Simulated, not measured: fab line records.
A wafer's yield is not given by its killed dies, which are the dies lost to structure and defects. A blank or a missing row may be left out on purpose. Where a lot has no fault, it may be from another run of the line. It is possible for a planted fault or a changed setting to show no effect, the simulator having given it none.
fab line records	flow sky130
[record] lots = 13	wafers = 37	last_day = 50
route steps=708 shown METAL1@434 VIA4@652 METAL5@661 PAD_OPEN@702
lots that met no fault: taken from a fault-free run of the same line
start_h: hours from the record's first day to the start of the lot's first wafer shown	wait_h: hours from the lot's prior step to this one	" unchanged from the row above	L1.1+2: one row covering several wafers at once	- no value, or no start was given	* or withheld: withheld	< > ~ a bound
route shown NAME@n: names a module that has steps shown in the file, with the first one's number in the route	usual: mean and standard deviation over wafers with no fault	same: alike in all rows	chamber/n: place in a boat	sites: readings site by site	_std_site: how widely they spread, as a standard deviation	_edge_site: inner sites' mean taken away from outer sites' mean	radius_mm: how far each site lies from the wafer's centre	mask NAME#n: copy n	behind: tool/chamber where the wafer was last shaped	hold: the reason the lot was held/the length of the hold in hours/how it ended	device: names the non-switching transistor (n, p or np)	end of line: tests of these same wafers at the route's end	for a step that has no rows: nothing shown but its recipe	killed: count of dies lost to structure and defects at first sort (not the wafer's yield)	map: dies across one wafer; x = killed, . = not, _ = none there
set.NAME: the run value of the setting; set.NAME@STEP: its run value at that earlier step	model.NAME: the simulator's own value behind a step, which no gauge read
the route's steps for a sample of lots (tables are steps, rows are wafers)
services: when a tool's chamber went out of use (start_h, in hours from the record's first day, below 0 if earlier), for how many hours, and the reason
[[steps]]
[step SKY_METAL1_SPUTTER_00]
[recipe] material = Ti	target_thk_nm = 15	power_w = 3000	time_s = 10	chamber_pressure_pa = 0.4
[usual] throttle_valve_pct = 30.1/1.4
[same] time_s = 10
lot.wafer	tool	chamber	start_h	wait_h	throttle_valve_pct
L690.3	pvd_sputter-03	-	743.51	0.2	30.7
L690.5	"	-	"	"	27.8
L690.6	"	-	"	"	29.8
L692.2	pvd_sputter-04	-	757.88	0.2	29.2
L692.4	"	-	"	"	29.1
L692.5	"	-	"	"	28.9
L694.2	pvd_sputter-04	-	801.22	0.1	28.9
L694.4	"	-	"	"	32.8
L694.6	"	-	"	"	28.9
L696.1	pvd_sputter-04	-	809.60	0.2	33.1
L696.2	"	-	"	"	29.0
L696.3	"	-	"	"	29.0
L695.2	pvd_sputter-01	-	809.98	0.1	30.6
L695.4	"	-	"	"	30.3
L695.6	"	-	"	"	28.2
L697.3	pvd_sputter-04	-	825.05	0.1	29.1
L697.5	"	-	"	"	32.8
L697.6	"	-	"	"	29.1
L699.2	pvd_sputter-04	-	829.30	0.1	28.9
L699.3	"	-	"	"	29.1
L699.6	"	-	"	"	31.5
L700.2	pvd_sputter-04	-	830.43	0.1	28.7
L700.3	"	-	"	"	28.9
L700.6	"	-	"	"	33.0
L703.2	pvd_sputter-01	-	843.77	0.2	31.0
L703.3	"	-	"	"	30.1
L703.6	"	-	"	"	30.9
L705.1	pvd_sputter-04	-	863.76	0.2	29.0
L705.2	"	-	"	"	31.3
L705.3	"	-	"	"	29.1
L704.3	pvd_sputter-04	-	868.21	0.1	29.1
L704.5	"	-	"	"	32.9
L704.6	"	-	"	"	29.1
L709.1	pvd_sputter-03	-	884.01	0.1	30.1
L709.2	"	-	"	"	28.1
L709.6	"	-	"	"	28.0
L713.6	pvd_sputter-04	-	912.39	0.1	33.0
[step SKY_VIA4_STRIP_13]
[recipe] chemistry = O2/N2	power_w = 1400	pressure_mtorr = 1500	platen_temp_c = withheld	o2_flow_sccm = 3000	n2_flow_sccm = 300	overash_fraction = 0.5
[usual] drypump_motor_current_A = 5.7/0.31	oes_product_au = 0.710/0.0046	strip_time_to_endpoint_s = 12.805/0.029
[same] overash_fraction = 0.5
lot.wafer	tool	chamber	start_h	wait_h	drypump_motor_current_A	oes_product_au	rf_hours_counter_h	strip_time_to_endpoint_s
L690.3	plasma_asher-03	0	1013.73	-	5.4	0.710	-	12.785
L690.5	"	1	"	"	5.8	0.717	-	12.779
L690.6	"	0	"	"	5.4	0.711	-	12.808
L692.2	plasma_asher-03	0	1023.24	-	5.4	0.706	57	12.780
L692.4	"	1	"	"	5.8	0.709	-	12.769
L692.5	"	1	"	"	5.8	0.713	-	12.776
L694.2	plasma_asher-03	0	1064.34	-	5.4	0.707	60	12.775
L694.4	"	1	"	"	5.8	0.716	-	12.775
L694.6	"	0	"	"	5.5	0.718	-	12.771
L696.1	plasma_asher-01	0	1067.84	-	6.3	0.721	0	12.785
L696.2	"	1	"	"	5.8	0.705	0	12.822
L696.3	"	0	"	"	6.3	0.711	-	12.786
L695.2	plasma_asher-03	0	1070.09	-	5.5	0.704	60	12.836
L695.4	"	1	"	"	5.9	0.708	-	12.784
L695.6	"	1	"	"	5.9	0.710	-	12.790
L697.3	plasma_asher-01	1	1081.07	-	5.8	0.712	-	12.830
L697.5	"	1	"	"	5.8	0.717	-	12.837
L697.6	"	0	"	"	6.3	0.710	-	12.839
L699.2	plasma_asher-01	0	1085.38	-	6.3	0.714	3	12.766
L699.3	"	0	"	"	6.3	0.709	-	12.808
L699.6	"	0	"	"	6.3	0.713	-	12.793
L700.2	plasma_asher-03	0	1088.88	-	5.4	0.711	63	12.898
L700.3	"	1	"	"	5.9	0.716	-	12.816
L700.6	"	0	"	"	5.4	0.714	-	12.830
L703.2	plasma_asher-04	1	1094.20	-	5.3	0.705	97	12.784
L703.3	"	0	"	"	5.7	0.705	-	12.827
L703.6	"	0	"	"	5.7	0.709	-	12.869
L705.1	plasma_asher-04	1	1107.83	-	5.3	0.715	98	12.759
L705.2	"	0	"	"	5.7	0.711	98	12.846
L705.3	"	0	"	"	5.7	0.711	-	12.839
L704.3	plasma_asher-04	0	1112.93	-	5.7	0.717	-	12.753
L704.5	"	1	"	"	5.3	0.701	-	12.816
L704.6	"	0	"	"	5.7	0.711	-	12.753
L709.1	plasma_asher-04	0	1130.78	-	5.7	0.713	100	12.798
L709.2	"	1	"	"	5.3	0.707	100	12.821
L709.6	"	1	"	"	5.3	0.704	-	12.808
L713.6	plasma_asher-03	1	1152.91	-	5.8	0.717	-	12.814
[step SKY_METAL5_SPUTTER_00]
[recipe] material = Ti	target_thk_nm = 15	power_w = 3000	time_s = 10	chamber_pressure_pa = 0.4
[usual] throttle_valve_pct = 30.2/1.4
[same] time_s = 10
lot.wafer	tool	chamber	start_h	wait_h	throttle_valve_pct
L690.3	pvd_sputter-03	-	1015.21	0.1	27.8
L690.5	"	-	"	"	31.1
L690.6	"	-	"	"	30.0
L692.2	pvd_sputter-04	-	1024.57	0.1	31.4
L692.4	"	-	"	"	32.9
L692.5	"	-	"	"	29.1
L694.2	pvd_sputter-04	-	1068.04	0.2	33.0
L694.4	"	-	"	"	28.9
L694.6	"	-	"	"	29.1
L696.1	pvd_sputter-02	-	1069.84	0.1	30.0
L696.2	"	-	"	"	28.8
L696.3	"	-	"	"	31.0
L695.2	pvd_sputter-03	-	1071.39	0.1	29.8
L695.4	"	-	"	"	28.1
L695.6	"	-	"	"	30.1
L697.3	pvd_sputter-03	-	1084.11	0.2	30.0
L697.5	"	-	"	"	30.0
L697.6	"	-	"	"	27.8
L699.2	pvd_sputter-02	-	1087.41	0.2	32.1
L699.3	"	-	"	"	30.4
L699.6	"	-	"	"	30.4
L700.2	pvd_sputter-04	-	1090.61	0.2	28.9
L700.3	"	-	"	"	31.5
L700.6	"	-	"	"	29.0
L703.2	pvd_sputter-02	-	1095.61	0.2	30.5
L703.3	"	-	"	"	30.9
L703.6	"	-	"	"	30.2
L705.1	pvd_sputter-03	-	1113.64	0.2	28.0
L705.2	"	-	"	"	30.1
L705.3	"	-	"	"	30.3
L704.3	pvd_sputter-02	-	1115.44	0.2	28.8
L704.5	"	-	"	"	31.2
L704.6	"	-	"	"	28.9
L709.1	pvd_sputter-02	-	1132.20	0.2	31.9
L709.2	"	-	"	"	30.6
L709.6	"	-	"	"	31.8
L713.6	pvd_sputter-02	-	1154.68	0.1	32.1
[step SKY_PAD_OPEN_STRIP_08]
[recipe] chemistry = O2/N2	power_w = 1400	pressure_mtorr = 1500	platen_temp_c = withheld	overash_fraction = 0.7	o2_flow_sccm = 3000	n2_flow_sccm = 300
[usual] drypump_motor_current_A = 5.63/0.22	oes_product_au = 0.663/0.0042	strip_time_to_endpoint_s = 37.04/0.098
[same] overash_fraction = 0.7
lot.wafer	tool	chamber	start_h	wait_h	drypump_motor_current_A	oes_product_au	rf_hours_counter_h	strip_time_to_endpoint_s
L690.3	plasma_asher-02	1	1083.57	0.1	5.74	0.661	-	36.87
L690.5	"	0	"	"	5.90	0.668	-	36.94
L690.6	"	1	"	"	5.75	0.663	-	36.98
L692.2	plasma_asher-04	0	1092.83	0.1	5.70	0.670	97	37.22
L692.4	"	1	"	"	5.32	0.658	-	37.16
L692.5	"	1	"	"	5.31	0.665	-	37.14
L694.2	plasma_asher-02	1	1128.79	0.1	5.72	0.657	37	37.00
L694.4	"	0	"	"	5.88	0.671	-	37.00
L694.6	"	1	"	"	5.73	0.664	-	36.91
L696.1	plasma_asher-03	1	1130.48	0.1	5.85	0.659	67	36.99
L696.2	"	0	"	"	5.42	0.658	67	37.08
L696.3	"	1	"	"	5.84	0.659	-	37.05
L695.2	plasma_asher-02	1	1131.13	0.1	5.75	0.659	37	37.18
L695.4	"	1	"	"	5.72	0.669	-	37.10
L695.6	"	0	"	"	5.90	0.659	-	37.17
L697.3	plasma_asher-04	1	1143.27	0.1	5.35	0.659	-	36.92
L697.5	"	1	"	"	5.33	0.664	-	36.87
L697.6	"	0	"	"	5.71	0.670	-	37.07
L699.2	plasma_asher-04	0	1147.38	0.1	5.69	0.660	102	37.11
L699.3	"	1	"	"	5.31	0.660	-	37.00
L699.6	"	0	"	"	5.70	0.661	-	37.06
L700.2	plasma_asher-03	1	1151.18	0.1	5.88	0.662	67	37.12
L700.3	"	1	"	"	5.86	0.665	-	37.01
L700.6	"	0	"	"	5.40	0.662	-	37.09
L703.2	plasma_asher-04	0	1155.14	0.1	5.70	0.667	103	37.01
L703.3	"	0	"	"	5.70	0.660	-	36.94
L703.6	"	0	"	"	5.69	0.659	-	37.04
L705.1	plasma_asher-03	0	1170.18	0.1	5.38	0.665	69	37.17
L705.2	"	1	"	"	5.88	0.659	69	37.19
L705.3	"	1	"	"	5.85	0.658	-	37.17
L704.3	plasma_asher-04	0	1174.56	0.1	5.70	0.665	-	37.11
L704.5	"	1	"	"	5.28	0.660	-	37.04
L704.6	"	0	"	"	5.70	0.664	-	37.04
L709.1	plasma_asher-04	0	1187.44	0.1	5.72	0.667	106	37.02
L709.2	"	1	"	"	5.32	0.665	106	37.18
L709.6	"	1	"	"	5.34	0.660	-	37.08
L713.6	plasma_asher-02	0	1204.96	0.1	5.91	0.665	-	36.97
[step SKY_PAD_OPEN_PROBE_99]
[usual] killed_at_M0_to_M3 = 42/6.2	killed_at_M4_up = 3.0/1.8	killed_at_contacts = 25/5.9	killed_at_front_end = 15/4.5	killed_at_other = 0.2/0.45	killed_dies = 85/9.9	killed_on_rim = 17/3.5	killed_open = 47/6.7	killed_short = 39/6.4
[same] gross_dies = 492	killed_at_back_side = 0
lot.wafer	tool	chamber	start_h	wait_h	killed_at_M0_to_M3	killed_at_M4_up	killed_at_contacts	killed_at_front_end	killed_at_other	killed_dies	killed_on_rim	killed_open	killed_short
L690.3	prober-01	-	1086.09	0.2	39	2	32	10	0	83	28	45	38
L690.5	prober-01	-	1086.19	0.2	44	3	17	15	2	81	19	46	35
L690.6	prober-01	-	1086.24	0.2	50	2	31	13	0	96	16	55	41
L692.2	prober-01	-	1095.11	0.1	43	4	27	15	0	89	14	52	37
L692.4	prober-01	-	1095.21	0.2	35	4	20	17	0	76	12	41	35
L692.5	prober-01	-	1095.26	0.2	45	2	17	21	1	86	13	45	41
L694.2	prober-01	-	1131.14	0.1	38	3	27	16	1	85	11	37	48
L694.4	prober-01	-	1131.24	0.2	40	5	28	22	0	95	17	47	48
L694.6	prober-01	-	1131.34	0.2	44	1	32	13	0	90	21	44	46
L696.1	prober-02	-	1133.05	0.1	39	1	40	18	1	99	19	50	49
L696.2	prober-02	-	1133.10	0.1	47	4	24	14	1	90	18	52	38
L696.3	prober-02	-	1133.15	0.2	47	1	24	11	0	83	20	43	40
L695.2	prober-01	-	1133.45	0.1	44	8	20	10	0	82	11	37	45
L695.4	prober-01	-	1133.55	0.2	35	1	35	12	0	83	18	52	31
L695.6	prober-01	-	1133.65	0.2	41	3	18	11	0	73	16	44	29
L697.3	prober-02	-	1145.54	0.2	31	6	20	13	0	70	15	32	38
L697.5	prober-02	-	1145.64	0.2	45	3	26	19	1	94	20	48	46
L697.6	prober-02	-	1145.69	0.2	51	5	19	18	0	93	14	42	51
L699.2	prober-02	-	1150.39	0.1	40	3	30	21	0	94	18	46	48
L699.3	prober-02	-	1150.44	0.2	51	2	30	15	0	98	20	50	48
L699.6	prober-02	-	1150.59	0.2	53	1	30	14	0	98	19	50	48
L700.2	prober-02	-	1153.54	0.1	50	2	29	13	0	94	15	51	43
L700.3	prober-02	-	1153.59	0.2	52	0	43	12	1	108	23	55	53
L700.6	prober-02	-	1153.74	0.2	34	1	22	19	1	77	17	44	33
L703.2	prober-01	-	1157.40	0.1	51	1	26	13	0	91	11	62	29
L703.3	prober-01	-	1157.45	0.2	40	2	24	11	0	77	15	47	30
L703.6	prober-01	-	1157.60	0.2	34	0	28	15	0	77	18	46	31
L705.1	prober-01	-	1172.39	0.1	49	1	33	23	0	106	20	55	51
L705.2	prober-01	-	1172.44	0.1	43	6	28	13	0	90	18	49	41
L705.3	prober-01	-	1172.49	0.2	40	1	25	14	0	80	15	39	41
L704.3	prober-02	-	1176.88	0.2	35	5	19	15	0	74	11	47	27
L704.5	prober-02	-	1176.98	0.2	33	1	21	11	0	66	15	34	32
L704.6	prober-02	-	1177.03	0.2	43	5	26	16	0	90	18	50	40
L709.1	prober-02	-	1189.65	0.1	37	8	30	14	0	89	16	45	44
L709.2	prober-02	-	1189.70	0.1	38	4	21	14	0	77	13	42	35
L709.6	prober-02	-	1189.90	0.2	51	5	25	15	0	96	20	53	43
L713.6	prober-02	-	1207.40	0.2	100	2	35	18	1	156	35	67	34
// killed by level:class
L690.3 CONTACT:geometric_particle:open=14 CONTACT:geometric_particle:short=8 VIA3:geometric_particle:open=8 VIA1:geometric_particle:open=6 METAL1:geometric_particle:short=6 LI_CONTACT:geometric_particle:open=5 POLY_GATE:geometric_particle:short=4 LOCAL_INTERCONNECT:geometric_particle:short=4
L690.5 VIA1:geometric_particle:open=12 VIA2:geometric_particle:open=9 VIA1:geometric_particle:short=6 POLY_GATE:geometric_particle:open=5 CONTACT:geometric_particle:short=5 METAL2:geometric_particle:short=5 LI_CONTACT:geometric_particle:open=4 LOCAL_INTERCONNECT:geometric_particle:short=4
L690.6 VIA3:geometric_particle:open=11 VIA1:geometric_particle:open=11 CONTACT:geometric_particle:open=10 LI_CONTACT:geometric_particle:open=8 CONTACT:geometric_particle:short=6 VIA1:geometric_particle:short=6 VIA3:geometric_particle:short=6 VIA2:geometric_particle:open=6
L692.2 LI_CONTACT:geometric_particle:open=12 VIA1:geometric_particle:open=12 CONTACT:geometric_particle:open=7 FIELD_ISO:geometric_particle:short=5 VIA2:geometric_particle:open=5 VIA1:geometric_particle:short=5 VIA3:geometric_particle:open=5 POLY_GATE:geometric_particle:short=4
L692.4 VIA1:geometric_particle:open=10 LI_CONTACT:geometric_particle:open=8 METAL1:geometric_particle:short=7 FIELD_ISO:geometric_particle:short=6 CONTACT:geometric_particle:open=5 FIELD_ISO:geometric_particle:open=4 VIA3:geometric_particle:short=4 POLY_GATE:geometric_particle:open=3
L692.5 VIA1:geometric_particle:open=17 FIELD_ISO:geometric_particle:short=8 VIA1:geometric_particle:short=8 CONTACT:geometric_particle:open=8 FIELD_ISO:geometric_particle:open=6 CONTACT:geometric_particle:short=4 METAL1:geometric_particle:short=4 VIA2:geometric_particle:short=4
L694.2 LI_CONTACT:geometric_particle:open=8 METAL2:geometric_particle:short=8 CONTACT:geometric_particle:open=7 FIELD_ISO:geometric_particle:short=5 LI_CONTACT:geometric_particle:short=5 VIA1:geometric_particle:short=5 VIA1:geometric_particle:open=5 METAL3:geometric_particle:short=4
L694.4 CONTACT:geometric_particle:open=12 VIA1:geometric_particle:open=10 FIELD_ISO:geometric_particle:short=8 VIA3:geometric_particle:open=6 CONTACT:geometric_particle:short=6 LI_CONTACT:geometric_particle:open=5 METAL2:geometric_particle:short=5 METAL4:geometric_particle:short=4
L694.6 LI_CONTACT:geometric_particle:open=10 VIA1:geometric_particle:short=8 CONTACT:geometric_particle:open=7 VIA1:geometric_particle:open=6 CONTACT:geometric_particle:short=6 VIA2:geometric_particle:open=6 VIA3:geometric_particle:open=6 LOCAL_INTERCONNECT:geometric_particle:short=5
L696.1 CONTACT:geometric_particle:open=15 LI_CONTACT:geometric_particle:open=9 VIA1:geometric_particle:open=9 CONTACT:geometric_particle:short=8 METAL1:geometric_particle:short=6 LOCAL_INTERCONNECT:geometric_particle:short=6 VIA2:geometric_particle:open=5 VIA1:geometric_particle:short=5
L696.2 CONTACT:geometric_particle:open=13 VIA1:geometric_particle:open=12 METAL1:geometric_particle:short=7 VIA1:geometric_particle:short=6 POLY_GATE:geometric_particle:open=5 VIA3:geometric_particle:open=5 FIELD_ISO:geometric_particle:open=4 METAL2:geometric_particle:short=4
L696.3 VIA1:geometric_particle:open=12 VIA2:geometric_particle:open=8 CONTACT:geometric_particle:open=7 FIELD_ISO:geometric_particle:short=5 LI_CONTACT:geometric_particle:open=5 METAL3:geometric_particle:short=4 METAL2:geometric_particle:short=4 LI_CONTACT:geometric_particle:short=4
L695.2 VIA1:geometric_particle:open=17 VIA1:geometric_particle:short=7 METAL4:geometric_particle:short=7 CONTACT:geometric_particle:short=6 VIA3:geometric_particle:open=5 CONTACT:geometric_particle:open=4 LOCAL_INTERCONNECT:geometric_particle:short=4 METAL2:geometric_particle:short=4
L695.4 CONTACT:geometric_particle:open=11 LI_CONTACT:geometric_particle:open=9 VIA1:geometric_particle:open=9 CONTACT:geometric_particle:short=8 VIA3:geometric_particle:open=7 VIA2:geometric_particle:open=6 LOCAL_INTERCONNECT:geometric_particle:short=4 FIELD_ISO:geometric_particle:open=3
L695.6 VIA1:geometric_particle:open=10 LI_CONTACT:geometric_particle:open=7 CONTACT:geometric_particle:open=7 METAL2:geometric_particle:short=7 VIA3:geometric_particle:open=7 VIA2:geometric_particle:open=6 FIELD_ISO:geometric_particle:short=5 VIA1:geometric_particle:short=4
L697.3 CONTACT:geometric_particle:open=7 VIA3:geometric_particle:open=6 CONTACT:geometric_particle:short=5 METAL1:geometric_particle:short=5 VIA1:geometric_particle:short=5 METAL2:geometric_particle:short=5 FIELD_ISO:geometric_particle:short=4 FIELD_ISO:geometric_particle:open=4
L697.5 VIA1:geometric_particle:open=13 CONTACT:geometric_particle:open=9 LOCAL_INTERCONNECT:geometric_particle:short=8 FIELD_ISO:geometric_particle:short=6 VIA1:geometric_particle:short=6 FIELD_ISO:geometric_particle:open=5 VIA2:geometric_particle:open=5 CONTACT:geometric_particle:short=4
L697.6 METAL2:geometric_particle:short=12 VIA1:geometric_particle:open=8 VIA3:geometric_particle:open=7 POLY_GATE:geometric_particle:short=6 CONTACT:geometric_particle:short=5 METAL1:geometric_particle:short=5 CONTACT:geometric_particle:open=4 LI_CONTACT:geometric_particle:open=4
L699.2 VIA1:geometric_particle:open=10 CONTACT:geometric_particle:open=10 LI_CONTACT:geometric_particle:open=7 FIELD_ISO:geometric_particle:short=6 POLY_GATE:geometric_particle:short=6 CONTACT:geometric_particle:short=6 VIA1:geometric_particle:short=5 VIA3:geometric_particle:open=5
L699.3 VIA2:geometric_particle:open=11 CONTACT:geometric_particle:open=10 METAL1:geometric_particle:short=10 LI_CONTACT:geometric_particle:open=9 VIA1:geometric_particle:open=8 VIA1:geometric_particle:short=7 POLY_GATE:geometric_particle:short=5 VIA3:geometric_particle:open=5
L699.6 VIA1:geometric_particle:open=11 CONTACT:geometric_particle:open=9 LOCAL_INTERCONNECT:geometric_particle:short=7 VIA1:geometric_particle:short=7 METAL3:geometric_particle:short=7 LI_CONTACT:geometric_particle:open=6 METAL1:geometric_particle:short=6 VIA3:geometric_particle:short=6
L700.2 VIA1:geometric_particle:open=15 METAL2:geometric_particle:short=9 VIA3:geometric_particle:open=9 LI_CONTACT:geometric_particle:open=7 CONTACT:geometric_particle:open=7 LOCAL_INTERCONNECT:geometric_particle:short=6 CONTACT:geometric_particle:short=5 VIA2:geometric_particle:short=5
L700.3 CONTACT:geometric_particle:open=11 VIA1:geometric_particle:open=11 CONTACT:geometric_particle:short=10 LI_CONTACT:geometric_particle:open=8 LOCAL_INTERCONNECT:geometric_particle:short=8 VIA3:geometric_particle:open=7 METAL1:geometric_particle:short=6 METAL2:geometric_particle:short=6
L700.6 VIA1:geometric_particle:open=9 LI_CONTACT:geometric_particle:open=8 CONTACT:geometric_particle:open=7 VIA3:geometric_particle:open=7 FIELD_ISO:geometric_particle:open=6 CONTACT:geometric_particle:short=5 FIELD_ISO:geometric_particle:short=4 METAL2:geometric_particle:short=4
L703.2 VIA3:geometric_particle:open=13 VIA1:geometric_particle:open=11 LI_CONTACT:geometric_particle:open=9 CONTACT:geometric_particle:open=9 VIA2:geometric_particle:open=6 POLY_GATE:geometric_particle:open=6 VIA3:geometric_particle:short=6 VIA1:geometric_particle:short=5
L703.3 CONTACT:geometric_particle:open=13 VIA1:geometric_particle:open=11 CONTACT:geometric_particle:short=8 VIA3:geometric_particle:open=6 METAL2:geometric_particle:short=6 VIA2:geometric_particle:open=5 VIA3:geometric_particle:short=4 FIELD_ISO:geometric_particle:open=3
L703.6 CONTACT:geometric_particle:open=13 LI_CONTACT:geometric_particle:open=6 VIA1:geometric_particle:open=6 VIA2:geometric_particle:open=6 FIELD_ISO:geometric_particle:open=5 VIA3:geometric_particle:open=5 CONTACT:geometric_particle:short=4 METAL2:geometric_particle:short=4
L705.1 LI_CONTACT:geometric_particle:open=12 VIA1:geometric_particle:open=12 POLY_GATE:geometric_particle:short=9 CONTACT:geometric_particle:open=9 CONTACT:geometric_particle:short=9 METAL2:geometric_particle:short=7 FIELD_ISO:geometric_particle:short=5 VIA1:geometric_particle:short=5
L705.2 CONTACT:geometric_particle:open=14 LI_CONTACT:geometric_particle:open=8 METAL1:geometric_particle:short=8 VIA1:geometric_particle:open=8 VIA2:geometric_particle:open=7 VIA1:geometric_particle:short=5 CONTACT:geometric_particle:short=4 METAL2:geometric_particle:short=4
L705.3 VIA1:geometric_particle:open=10 CONTACT:geometric_particle:open=8 CONTACT:geometric_particle:short=6 METAL1:geometric_particle:short=5 VIA3:geometric_particle:short=5 POLY_GATE:geometric_particle:short=4 LI_CONTACT:geometric_particle:open=4 VIA2:geometric_particle:open=4
L704.3 VIA2:geometric_particle:open=10 VIA1:geometric_particle:open=8 LI_CONTACT:geometric_particle:open=6 CONTACT:geometric_particle:short=6 CONTACT:geometric_particle:open=5 METAL4:geometric_particle:short=4 POLY_GATE:geometric_particle:open=4 VIA1:geometric_particle:short=4
L704.5 VIA1:geometric_particle:open=9 CONTACT:geometric_particle:open=8 LOCAL_INTERCONNECT:geometric_particle:short=6 METAL1:geometric_particle:short=5 VIA2:geometric_particle:short=4 VIA2:geometric_particle:open=4 FIELD_ISO:geometric_particle:open=3 CONTACT:geometric_particle:short=3
L704.6 VIA2:geometric_particle:open=12 CONTACT:geometric_particle:open=11 VIA1:geometric_particle:open=10 FIELD_ISO:geometric_particle:short=6 LOCAL_INTERCONNECT:geometric_particle:short=6 CONTACT:geometric_particle:short=4 VIA3:geometric_particle:short=4 FIELD_ISO:geometric_particle:open=3
L709.1 CONTACT:geometric_particle:open=13 LI_CONTACT:geometric_particle:open=7 VIA1:geometric_particle:open=7 METAL2:geometric_particle:short=7 FIELD_ISO:geometric_particle:short=6 METAL1:geometric_particle:short=6 METAL4:geometric_particle:short=5 VIA2:geometric_particle:open=4
L709.2 VIA1:geometric_particle:open=9 VIA2:geometric_particle:open=6 LOCAL_INTERCONNECT:geometric_particle:short=5 METAL2:geometric_particle:short=5 FIELD_ISO:geometric_particle:open=4 LI_CONTACT:geometric_particle:open=4 CONTACT:geometric_particle:short=4 CONTACT:geometric_particle:open=4
L709.6 VIA1:geometric_particle:open=11 CONTACT:geometric_particle:open=10 VIA3:geometric_particle:open=9 VIA2:geometric_particle:open=8 CONTACT:geometric_particle:short=7 METAL2:geometric_particle:short=6 VIA3:geometric_particle:short=5 FIELD_ISO:geometric_particle:open=4
L713.6 METAL1:unspecified=55 VIA2:geometric_particle:open=13 VIA1:geometric_particle:open=11 CONTACT:geometric_particle:open=11 LI_CONTACT:geometric_particle:open=9 POLY_GATE:geometric_particle:open=7 CONTACT:geometric_particle:short=6 FIELD_ISO:geometric_particle:open=5
[[services]]
tool	chamber	start_h	hours	kind
plasma_asher-02	-	733.75	9.0	pm
pvd_sputter-02	-	797.67	4.1	repair
plasma_asher-04	-	801.13	14.6	pm
pvd_sputter-02	-	817.51	1.0	repair
plasma_asher-02	-	834.47	28.1	pm
plasma_asher-03	-	844.57	17.3	repair
plasma_asher-03	-	853.13	0.9	repair
plasma_asher-01	-	905.11	3.0	repair
plasma_asher-04	-	955.20	2.1	repair
pvd_sputter-04	-	956.39	2.9	repair
plasma_asher-02	-	959.12	1.4	repair
plasma_asher-02	-	977.07	2.0	repair
pvd_sputter-04	-	980.03	1.2	repair
plasma_asher-03	-	1049.32	12.8	repair
plasma_asher-01	-	1055.31	9.0	pm
plasma_asher-04	-	1061.27	22.5	repair
plasma_asher-02	-	1078.27	2.2	repair
plasma_asher-04	-	1097.53	3.5	repair
pvd_sputter-04	-	1107.68	1.9	repair
plasma_asher-03	-	1135.54	15.6	pm
plasma_asher-02	-	1167.79	2.8	pm
plasma_asher-04	-	1168.52	0.8	repair
plasma_asher-03	-	1175.05	1.5	repair
pvd_sputter-03	-	1204.40	2.4	repair
[[key]]
[first_sign] step = SKY_PAD_OPEN_PROBE_99	reading = killed_at_M0_to_M3	direction = up	sigmas = 9.3	usual = 42	struck = 100
[effect] step = SKY_PAD_OPEN_PROBE_99	reading = killed_dies	direction = up	sigmas = 7.2	usual = 85	struck = 156
met_at SKY_METAL1_SPUTTER_00
struck_lots L713
struck_wafers L713.6
tester_left_out L713
not_acting_at SKY_VIA4_STRIP_13,SKY_METAL5_SPUTTER_00,SKY_PAD_OPEN_STRIP_08
onset_between 868.21 912.39
also_fits time
[earlier_fault] kind = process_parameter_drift	tool = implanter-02	chamber = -	onset_h = 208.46	steps = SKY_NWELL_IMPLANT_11	channel = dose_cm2	offset = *	shape = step	end_h = 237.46	acts_in = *	stated = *
[fault] kind = chamber_particle_source	tool = pvd_sputter-04	chamber = -	onset_h = 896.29	steps = SKY_METAL1_SPUTTER_00	rate_per_visit_cm2 = 1.8782	scope = struck_wafers_only
// tester_left_out: of these lots the tester's yield and bins aren't shown, on N5 and GAA mostly nor the transistor test; their killed dies are dies lost to structure and defects alone, not to doping, threshold or leakage, so they don't give the yield
